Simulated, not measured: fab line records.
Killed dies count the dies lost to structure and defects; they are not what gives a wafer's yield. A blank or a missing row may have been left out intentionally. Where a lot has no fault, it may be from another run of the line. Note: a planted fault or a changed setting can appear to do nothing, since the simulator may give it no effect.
Matching of chambers :: flow sky130 :: rie diel-02 running SKY_POLY_GATE_ETCH_16: 4 sister chambers
The step etches Si3N4 in CH3F/O2, stops on poly-Si, time 147.5 s, target depth 75 nm. 14 wafers are shown with their chamber, then 7 later ones without.

== WAFERS, EACH WITH ITS CHAMBER ==
wafer: L079.1
chamber: 2
drypump motor current A (A): 6.4
oes product au (a.u.): 0.645
throttle valve pct (%): 10.515

wafer: L079.3
chamber: 0
drypump motor current A (A): 6.0
oes product au (a.u.): 0.648
throttle valve pct (%): 10.543

wafer: L079.6
chamber: 0
drypump motor current A (A): 6.0
oes product au (a.u.): 0.646
throttle valve pct (%): 10.528

wafer: L082.1
chamber: 1
drypump motor current A (A): 5.1
oes product au (a.u.): 0.634
throttle valve pct (%): 10.544

wafer: L082.4
chamber: 0
drypump motor current A (A): 6.0
oes product au (a.u.): 0.636
throttle valve pct (%): 10.532

wafer: L082.6
chamber: 3
drypump motor current A (A): 5.4
oes product au (a.u.): 0.647
throttle valve pct (%): 10.538

wafer: L085.1
chamber: 1
drypump motor current A (A): 5.1
oes product au (a.u.): 0.636
throttle valve pct (%): 10.526

wafer: L085.2
chamber: 2
drypump motor current A (A): 6.4
oes product au (a.u.): 0.639
throttle valve pct (%): 10.540

wafer: L085.6
chamber: 0
drypump motor current A (A): 5.9
oes product au (a.u.): 0.630
throttle valve pct (%): 10.539

wafer: L090.1
chamber: 1
drypump motor current A (A): 5.2
oes product au (a.u.): 0.645
throttle valve pct (%): 10.531

wafer: L090.4
chamber: 0
drypump motor current A (A): 6.0
oes product au (a.u.): 0.643
throttle valve pct (%): 10.540

wafer: L090.6
chamber: 0
drypump motor current A (A): 5.9
oes product au (a.u.): 0.645
throttle valve pct (%): 10.544

wafer: L094.1
chamber: 0
drypump motor current A (A): 5.9
oes product au (a.u.): 0.635
throttle valve pct (%): 10.505

wafer: L094.5
chamber: 2
drypump motor current A (A): 6.3
oes product au (a.u.): 0.641
throttle valve pct (%): 10.541

SIGNATURES (means of the wafers above)
reading: drypump motor current A
chamber 0: 5.957
chamber 1: 5.133
chamber 2: 6.367
chamber 3: 5.400
scatter within a chamber: 0.0552

reading: oes product au
chamber 0: 0.64043
chamber 1: 0.63833
chamber 2: 0.64167
chamber 3: 0.64700
scatter within a chamber: 0.00601

reading: throttle valve pct
chamber 0: 10.53300
chamber 1: 10.53367
chamber 2: 10.53200
chamber 3: 10.53800
scatter within a chamber: 0.0131
Rule: for a wafer and a chamber, the distance is found by dividing, reading by reading, the gap between the wafer's reading and the chamber's mean by the reading's scatter, squaring, summing and taking the root. The wafer belongs to the nearest chamber; if the next one is less than 2 further off, it can't be placed. How the scatter is found: for the shown wafers, subtract from each reading the mean of its chamber, square and add these, divide the total by (wafers less chambers), then take the root.

== WAFERS WITH NO CHAMBER GIVEN ==
wafer: L094.6
drypump motor current A (A): 5.2
oes product au (a.u.): 0.644
throttle valve pct (%): 10.539

wafer: L095.3
drypump motor current A (A): 5.4
oes product au (a.u.): 0.646
throttle valve pct (%): 10.537

wafer: L095.4
drypump motor current A (A): 5.2
oes product au (a.u.): 0.644
throttle valve pct (%): 10.536

wafer: L095.5
drypump motor current A (A): 5.4
oes product au (a.u.): 0.644
throttle valve pct (%): 10.528

wafer: L096.2
drypump motor current A (A): 5.4
oes product au (a.u.): 0.642
throttle valve pct (%): 10.533

wafer: L096.3
drypump motor current A (A): 5.1
oes product au (a.u.): 0.631
throttle valve pct (%): 10.545

wafer: L096.4
drypump motor current A (A): 6.3
oes product au (a.u.): 0.638
throttle valve pct (%): 10.548

== THE CHAMBER EACH PASSED THROUGH ==
wafer: L094.6
from the rows above: 1
in truth: 1

wafer: L095.3
from the rows above: 3
in truth: 3

wafer: L095.4
from the rows above: 1
in truth: 1

wafer: L095.5
from the rows above: 3
in truth: 3

wafer: L096.2
from the rows above: 3
in truth: 3

wafer: L096.3
from the rows above: 1
in truth: 1

wafer: L096.4
from the rows above: 2
in truth: 2
Correct placement for 7 of the 7. From these rows, 0 cannot be placed. Placed wrongly: 0.
